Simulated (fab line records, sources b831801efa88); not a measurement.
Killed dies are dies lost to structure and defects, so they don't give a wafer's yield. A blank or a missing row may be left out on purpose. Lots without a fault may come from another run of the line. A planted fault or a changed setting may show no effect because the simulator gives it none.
Problem report in the 8D (eight disciplines) form, filled by code | flow gf180mcu | the parts of the form that need people (team, actions taken, sign-off) are left out

1. THE PROBLEM
developer_temp_C at GF_V3_DEVELOP_13 reads a mean of 20.13 C on 6 wafers of 2 lots; wafers without a fault read 21.01 C with a standard deviation of 0.1. That is -8.8 standard deviations from the usual mean.
The step: develop time 60 s.
First seen on wafer L567.3, day 29 09:37, on litho_track-03. The record holds 42 wafers of 14 lots with a number at this step. Rule for "out", or "out of limits": more than 4 standard deviations from the usual mean. The other wafers with a number count as sound.

2. WHAT IT IS AND WHAT IT IS NOT
question                    | is                     | is not
which readings at this step | developer_temp_C       | -
which lots                  | L567, L568             | L546, L547, L548, L549, L550, L551, L553, L554, L556, L557, L558, L560
which wafers of those lots  | all that have a number | -
read on which tools         | litho_track-03         | litho_track-01, litho_track-04
when                        | from day 29 09:37      | up to then (36 sound wafers)

3. SUSPECTS, AND WHAT RULES EACH OUT
Counting: a tool at a process step up to the reading stays a suspect if it ran every lot that is out and no sound lot after the first of them.
- litho_track-03 at GF_V3_DEVELOP_13 (develop time 60 s): kept. It ran every lot that is out, first L567 (day 29 09:37), and no sound lot after that; its last sound lot up to then is L558 (day 26 12:29). Its own readings are out on those wafers: developer_temp_C.
Left after counting: litho_track-03 at GF_V3_DEVELOP_13.

4. THE CAUSE (what the simulator had put in)
Process parameter drift: litho_track-03, from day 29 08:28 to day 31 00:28, at GF_V3_DEVELOP_13. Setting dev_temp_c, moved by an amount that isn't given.
Counting left only this tool.

5. THE CHAIN OF EFFECTS, in route order
Each row: a reading whose mean over the struck wafers that have a number lies more than 3 standard deviations from the usual. Only readings for which the record gives a usual standard deviation are gone through. hours: the time from each lot's start at the first step in this table that gives one to its start at this step, as a median over the lots. sigmas: the change in usual standard deviations.
hours | step             | reading          | usual   | on struck wafers | change | sigmas
0     | GF_V3_DEVELOP_13 | developer_temp_C | 21.01 C | 20.13            | -0.88  | -8.8
The process steps in it:
- GF_V3_DEVELOP_13: develop time 60 s.
Later measuring or inspecting steps at which every struck wafer that the step has a row for has a number for every such reading, and none has moved that far: GF_V3_OVL_MEAS_15.

6. WHAT WOULD HAVE CAUGHT IT SOONER
In this record the first reading out of limits was taken at day 29 09:37, 1 hour after the fault began at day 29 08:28.
